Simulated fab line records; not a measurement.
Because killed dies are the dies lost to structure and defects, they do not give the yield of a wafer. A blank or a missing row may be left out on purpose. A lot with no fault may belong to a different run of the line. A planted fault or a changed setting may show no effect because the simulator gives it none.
fab line records | flow gf180mcu
[record] lots = 12 wafers = 36 last_day = 34
route steps=602 shown PSD@257 SAB@266 M1@318 V2@397
lots that met no fault: from a run of the same line without faults
start_h: hours from the record's first day to the start of the lot's first wafer shown | wait_h: how many hours have passed since the lot's step before this one | " as in the row above | L1.1+2: a single row standing in for several wafers | - no value, or no start was given | * or withheld: withheld | < > ~ a bound
route shown NAME@n: a module of which the file shows steps, and the number in the route of the first | usual: average and standard deviation across the fault-free wafers | same: alike in all rows | chamber/n: place in a boat | sites: each site's reading | _std_site: standard deviation of those values | _edge_site: outer sites' mean less inner sites' | radius_mm: how far each site lies from the wafer's centre | mask NAME#n: copy n | behind: the tool/chamber that last shaped the wafer | hold: why the lot went on hold/how many hours it stayed there/how the hold came to an end | device: whichever transistor did not switch (one of n, p or np) | end of line: the route-end tests of the same wafers | a step given without rows: its recipe and nothing more | killed: dies that structure and defects cost at the first sort, which is not the same as the wafer's yield | map: per-die view of a wafer (x killed, . not killed, _ where there is no die)
set.NAME: the setting that was run; set.NAME@STEP: the one run at that earlier step | model.NAME: the simulator's own value behind a step, which no gauge read
one table for each step of the route and one row for each wafer, over a sample of lots
services: the hour from which a tool's chamber was out of use, counted from the record's first day as start_h (under 0 if before that day), plus the number of hours and why
[[steps]]
[step GF_PSD_IMPLANT_09]
[recipe] species = BF2 energy_kev = 40 dose_cm2 = 1.5e+15 tilt_deg = 7
[usual] beam_energy_keV = 40.000/0.011
// columns lot.wafer tool chamber start_h wait_h beam_energy_keV
L243.1 implanter-01 0 347.78 0.0 40.008
L243.5 " 0 " " 40.006
L243.6 " 0 " " 39.989
L245.2 implanter-01 0 357.38 0.0 39.999
L245.3 " 0 " " 40.002
L245.4 " 0 " " 39.987
L246.1 implanter-01 0 368.68 0.0 37.895
L246.3 " 0 " " 37.869
L246.6 " 0 " " 37.875
L247.2 implanter-01 0 378.93 0.0 37.882
L247.4 " 0 " " 37.863
L247.6 " 0 " " 37.863
L248.2 implanter-04 0 382.01 0.0 40.002
L248.3 " 0 " " 40.002
L248.6 " 0 " " 39.996
L255.4 implanter-01 0 447.92 0.1 40.011
L255.5 " 0 " " 40.001
L255.6 " 0 " " 40.009
L256.1 implanter-04 0 450.76 0.0 40.019
L256.5 " 0 " " 40.007
L256.6 " 0 " " 40.032
L257.1 implanter-04 0 457.74 0.0 39.998
L257.2 " 0 " " 40.009
L257.5 " 0 " " 39.996
L258.1 implanter-01 0 466.58 0.0 40.028
L258.2 " 0 " " 39.994
L258.4 " 0 " " 40.001
L259.3 implanter-01 0 477.23 0.1 40.019
L259.4 " 0 " " 40.009
L259.5 " 0 " " 39.992
L260.3 implanter-03 0 486.88 0.1 40.000
L260.4 " 0 " " 40.002
L260.5 " 0 " " 39.980
L262.1 implanter-01 0 503.46 0.0 39.999
L262.2 " 0 " " 39.995
L262.6 " 0 " " 39.984
[step GF_PSD_STRIP_10]
[recipe] chemistry = O2/N2 power_w = 1400 pressure_mtorr = 1500 platen_temp_c = 250 o2_flow_sccm = 3000 n2_flow_sccm = 300 overash_fraction = 0.5
[usual] drypump_motor_current_A = 5.4/0.53 heater_power_w = 319/21 oes_product_au = 0.592/0.0048 strip_time_to_endpoint_s = 16.533/0.029
// columns lot.wafer tool chamber start_h wait_h drypump_motor_current_A heater_power_w oes_product_au rf_hours_counter_h strip_time_to_endpoint_s
L243.1 plasma_asher-04 0 347.93 0.1 5.0 337 0.582 65 16.521
L243.5 " 1 " " 5.1 313 0.594 - 16.506
L243.6 " 0 " " 5.0 339 0.586 - 16.548
L245.2 plasma_asher-04 1 357.51 0.1 5.1 316 0.595 66 16.526
L245.3 " 1 " " 5.1 315 0.603 - 16.518
L245.4 " 0 " " 4.9 335 0.600 - 16.531
L246.1 plasma_asher-01 1 368.83 0.1 5.3 339 0.598 73 16.320
L246.3 " 1 " " 5.3 326 0.601 - 16.349
L246.6 " 0 " " 6.6 313 0.597 - 16.326
L247.2 plasma_asher-01 0 379.06 0.1 6.6 311 0.594 74 16.378
L247.4 " 0 " " 6.6 307 0.600 - 16.334
L247.6 " 0 " " 6.6 313 0.596 - 16.344
L248.2 plasma_asher-04 1 382.13 0.1 5.1 314 0.596 68 16.577
L248.3 " 0 " " 4.9 335 0.597 - 16.563
L248.6 " 1 " " 5.1 316 0.593 - 16.593
L255.4 plasma_asher-04 0 448.03 0.1 4.9 353 0.597 - 16.591
L255.5 " 1 " " 5.1 290 0.591 - 16.563
L255.6 " 0 " " 4.9 361 0.592 - 16.571
L256.1 plasma_asher-04 0 450.91 0.1 5.0 353 0.591 2 16.569
L256.5 " 1 " " 5.1 294 0.590 - 16.538
L256.6 " 0 " " 4.9 354 0.588 - 16.560
L257.1 plasma_asher-03 1 457.89 0.1 5.5 309 0.597 71 16.468
L257.2 " 0 " " 5.6 290 0.594 71 16.502
L257.5 " 1 " " 5.5 307 0.596 - 16.496
L258.1 plasma_asher-01 0 466.73 0.1 6.6 308 0.584 83 16.535
L258.2 " 1 " " 5.3 332 0.594 83 16.524
L258.4 " 0 " " 6.6 312 0.596 - 16.543
L259.3 plasma_asher-04 1 477.36 0.1 5.1 307 0.594 - 16.522
L259.4 " 0 " " 4.9 359 0.586 - 16.489
L259.5 " 0 " " 5.0 358 0.596 - 16.511
L260.3 plasma_asher-01 0 487.01 0.1 6.6 309 0.593 - 16.524
L260.4 " 1 " " 5.2 339 0.598 - 16.492
L260.5 " 0 " " 6.6 313 0.596 - 16.549
L262.1 plasma_asher-01 1 503.61 0.1 5.3 338 0.590 87 16.490
L262.2 " 0 " " 6.6 308 0.594 87 16.523
L262.6 " 0 " " 6.6 307 0.594 - 16.514
[step GF_PSD_RS_MEAS_15]
[recipe] thk_meas_gauge = four-point-probe
[usual] PSD_RS = 108.7/0.32
// columns lot.wafer tool chamber start_h wait_h hold PSD_RS[ohm/sq]
L243.1 film_metro-03 - 348.35 0.1 - 108.4
L243.5 " - " " - 108.2
L243.6 " - " " - 108.6
L245.2 film_metro-01 - 357.94 0.1 - 109.0
L245.3 " - " " - 108.8
L245.4 " - " " - 108.8
L246.1 film_metro-01 - 369.25 0.1 await_dispo/0.2h/release 111.9
L246.3 " - " " await_dispo/0.2h/release 111.9
L246.6 " - " " await_dispo/0.2h/release 112.0
L246.1 film_metro-01 - 369.53 0.3 - 112.0
L246.3 " - " " - 111.8
L246.6 " - " " - 112.0
L247.2 film_metro-04 - 379.52 0.1 await_dispo/0.2h/release 111.1
L247.4 " - " " await_dispo/0.2h/release 111.0
L247.6 " - " " await_dispo/0.2h/release 111.0
L247.2 film_metro-04 - 379.81 0.3 - 111.1
L247.4 " - " " - 111.0
L247.6 " - " " - 111.0
L248.2 film_metro-01 - 382.57 0.1 - 109.2
L248.3 " - " " - 108.7
L248.6 " - " " - 108.8
L255.4 film_metro-01 - 448.47 0.1 - 109.0
L255.5 " - " " - 108.9
L255.6 " - " " - 108.7
L256.1 film_metro-04 - 451.38 0.1 - 108.7
L256.5 " - " " - 108.9
L256.6 " - " " - 108.9
L257.1 film_metro-01 - 458.39 0.1 - 109.0
L257.2 " - " " - 109.0
L257.5 " - " " - 109.2
L258.1 film_metro-04 - 467.20 0.1 - 108.8
L258.2 " - " " - 108.7
L258.4 " - " " - 108.6
L259.3 film_metro-01 - 477.79 0.1 - 108.4
L259.4 " - " " - 108.5
L259.5 " - " " - 108.5
L260.3 film_metro-04 - 487.43 0.1 - 108.3
L260.4 " - " " - 108.6
L260.5 " - " " - 108.8
L262.1 film_metro-04 - 504.02 0.1 - 108.6
L262.2 " - " " - 108.4
L262.6 " - " " - 108.8
[step GF_SAB_DEHYDRATE_02]
[recipe] temp_c = 200 time_s = 61.8
[usual] plate_sensor_t_centre_C = 201.07/0.01 plate_sensor_t_edge_C = 201.56/0.0099
// columns lot.wafer tool chamber start_h wait_h plate_sensor_t_centre_C plate_sensor_t_edge_C
L243.1 litho_track-03 0 358.08 9.6 201.08 201.57
L243.5 " 0 " " 201.07 201.55
L243.6 " 0 " " 201.07 201.57
L245.2 litho_track-02 0 368.04 10.0 201.08 201.58
L245.3 " 0 " " 201.07 201.55
L245.4 " 0 " " 201.07 201.56
L246.1 litho_track-01 0 379.50 5.3 201.09 201.56
L246.3 " 0 " " 201.08 201.57
L246.6 " 0 " " 201.07 201.56
L247.2 litho_track-03 0 390.15 6.9 201.06 201.55
L247.4 " 0 " " 201.08 201.56
L247.6 " 0 " " 201.08 201.55
L248.2 litho_track-02 0 392.99 10.3 201.07 201.56
L248.3 " 0 " " 201.09 201.54
L248.6 " 0 " " 201.06 201.54
L255.4 litho_track-01 0 460.43 11.8 201.09 201.55
L255.5 " 0 " " 201.07 201.53
L255.6 " 0 " " 201.06 201.55
L256.1 litho_track-03 0 462.63 11.1 201.07 201.56
L256.5 " 0 " " 201.05 201.56
L256.6 " 0 " " 201.06 201.56
L257.1 litho_track-01 0 469.50 11.0 201.05 201.55
L257.2 " 0 " " 201.06 201.56
L257.5 " 0 " " 201.06 201.56
L258.1 litho_track-01 0 479.15 11.8 201.07 201.55
L258.2 " 0 " " 201.05 201.57
L258.4 " 0 " " 201.07 201.55
L259.3 litho_track-01 0 488.95 11.0 201.08 201.55
L259.4 " 0 " " 201.08 201.56
L259.5 " 0 " " 201.06 201.55
L260.3 litho_track-02 0 498.57 11.0 201.07 201.55
L260.4 " 0 " " 201.06 201.56
L260.5 " 0 " " 201.06 201.56
L262.1 litho_track-01 0 515.30 11.1 201.07 201.54
L262.2 " 0 " " 201.06 201.54
L262.6 " 0 " " 201.07 201.56
[step GF_M1_SPUTTER_03]
[recipe] material = Ti target_thk_nm = 10 substrate_temp_c = 300 chamber_pressure_pa = 0.3 power_w = 3000 time_s = 6.7
[usual] chamber_pressure_pa = 0.3000/0.00058 throttle_valve_pct = 29.6/0.88
// columns lot.wafer tool chamber start_h wait_h chamber_pressure_pa throttle_valve_pct
L243.1 pvd_sputter-03 - 394.26 0.0 0.2999 29.3
L243.5 " - " " 0.3012 29.8
L243.6 " - " " 0.3015 29.7
L245.2 pvd_sputter-03 - 404.23 0.0 0.2999 29.8
L245.3 " - " " 0.2990 30.0
L245.4 " - " " 0.3003 29.1
L246.1 pvd_sputter-03 - 416.75 0.0 0.3003 29.0
L246.3 " - " " 0.2995 29.6
L246.6 " - " " 0.3004 31.8
L247.2 pvd_sputter-04 - 428.08 0.0 0.2987 29.4
L247.4 " - " " 0.2995 30.1
L247.6 " - " " 0.3004 29.9
L248.2 pvd_sputter-03 - 433.38 0.0 0.2997 29.7
L248.3 " - " " 0.3001 29.2
L248.6 " - " " 0.3000 32.1
L255.4 pvd_sputter-02 - 499.41 0.0 0.3008 29.1
L255.5 " - " " 0.2999 29.7
L255.6 " - " " 0.2996 28.9
L256.1 pvd_sputter-02 - 502.02 0.0 0.3008 29.1
L256.5 " - " " 0.3013 29.0
L256.6 " - " " 0.2997 29.1
L257.1 pvd_sputter-04 - 508.57 0.0 0.3006 29.3
L257.2 " - " " 0.2993 30.0
L257.5 " - " " 0.2998 30.4
L258.1 pvd_sputter-03 - 517.79 0.0 0.2998 29.8
L258.2 " - " " 0.3002 29.7
L258.4 " - " " 0.3001 31.9
L259.3 pvd_sputter-02 - 527.77 0.0 0.3002 27.8
L259.4 " - " " 0.2997 30.1
L259.5 " - " " 0.3000 28.9
L260.3 pvd_sputter-03 - 537.62 0.0 0.3001 29.7
L260.4 " - " " 0.3000 29.4
L260.5 " - " " 0.3001 29.8
L262.1 pvd_sputter-03 - 552.61 0.0 0.3005 29.5
L262.2 " - " " 0.3003 29.9
L262.6 " - " " 0.3000 29.8
[step GF_V2_OVL_MEAS_15]
[usual] V2_OVL = 0/6.4
// columns lot.wafer tool chamber start_h wait_h V2_OVL[nm]
L243.1 overlay-02 - 493.56 0.1 2
L243.5 " - " " 7
L243.6 " - " " 8
L245.2 overlay-02 - 503.96 0.1 0
L245.3 " - " " 1
L245.4 " - " " 6
L246.1 overlay-02 - 518.22 0.1 -2
L246.3 " - " " 4
L246.6 " - " " 1
L247.2 overlay-02 - 529.09 0.1 0
L247.4 " - " " 1
L247.6 " - " " 2
L248.2 overlay-01 - 532.31 0.1 0
L248.3 " - " " -1
L248.6 " - " " 4
L255.4 overlay-02 - 594.10 0.1 11
L255.5 " - " " 8
L255.6 " - " " 2
L256.1 overlay-02 - 596.14 0.1 -5
L256.5 " - " " 3
L256.6 " - " " 2
L257.1 overlay-01 - 601.61 0.1 -9
L257.2 " - " " -4
L257.5 " - " " -2
L258.1 overlay-02 - 610.57 0.1 11
L258.2 " - " " 16
L258.4 " - " " 6
L259.3 overlay-01 - 620.00 0.1 3
L259.4 " - " " -11
L259.5 " - " " -9
L260.3 overlay-01 - 628.53 0.1 -12
L260.4 " - " " -14
L260.5 " - " " -6
L262.1 overlay-01 - 642.57 0.1 1
L262.2 " - " " 4
L262.6 " - " " 5
[[services]]
// columns tool chamber start_h hours kind
implanter-03 - 343.54 2.2 repair
implanter-01 - 348.57 2.9 repair
plasma_asher-03 - 350.75 0.9 repair
plasma_asher-03 - 356.29 1.5 repair
pvd_sputter-04 - 361.37 2.1 repair
plasma_asher-03 - 361.43 0.4 repair
plasma_asher-04 - 366.67 10.9 repair
implanter-04 - 385.60 1.6 repair
implanter-04 - 388.42 2.8 repair
implanter-01 - 392.31 1.5 repair
plasma_asher-04 - 412.30 5.2 repair
plasma_asher-04 - 421.30 9.0 pm
implanter-04 - 426.52 4.2 pm
implanter-04 - 431.96 17.1 pm
implanter-01 - 449.60 2.4 repair
plasma_asher-04 - 478.50 9.1 repair
pvd_sputter-02 - 491.67 2.4 repair
pvd_sputter-04 - 493.46 2.8 repair
plasma_asher-01 - 493.56 2.8 pm
implanter-01 - 508.05 30.0 pm
plasma_asher-04 - 527.95 1.4 repair
plasma_asher-04 - 528.43 1.8 repair
implanter-01 - 541.21 2.2 repair
implanter-01 - 551.49 0.7 repair
[[key]]
[first_sign] step = GF_PSD_IMPLANT_09 reading = beam_energy_keV direction = down sigmas = 99+ usual = 40.000 struck = 37.875
[effect] step = GF_PSD_STRIP_10 reading = strip_time_to_endpoint_s direction = down sigmas = 6.7 usual = * struck = *
[effect] step = GF_PSD_RS_MEAS_15 reading = visit direction = added
[effect] step = GF_PSD_RS_MEAS_15 reading = PSD_RS direction = up sigmas = 8.7 usual = 108.7 struck = 111.5
met_at GF_PSD_IMPLANT_09
struck_lots L246,L247
tester_left_out L246,L247
not_acting_at GF_SAB_DEHYDRATE_02,GF_M1_SPUTTER_03,GF_V2_OVL_MEAS_15
onset_between 357.38 368.68
[fault] kind = process_parameter_drift tool = implanter-01 chamber = - onset_h = 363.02 steps = GF_PSD_IMPLANT_09 channel = energy_kev offset = -2.1239 shape = step end_h = 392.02 acts_in = these_recipes_only stated = 40
// tester_left_out: of these lots the tester's yield and bins aren't shown, on N5 and GAA mostly nor the transistor test; their killed dies are dies lost to structure and defects alone, not to doping, threshold or leakage, so they don't give the yield
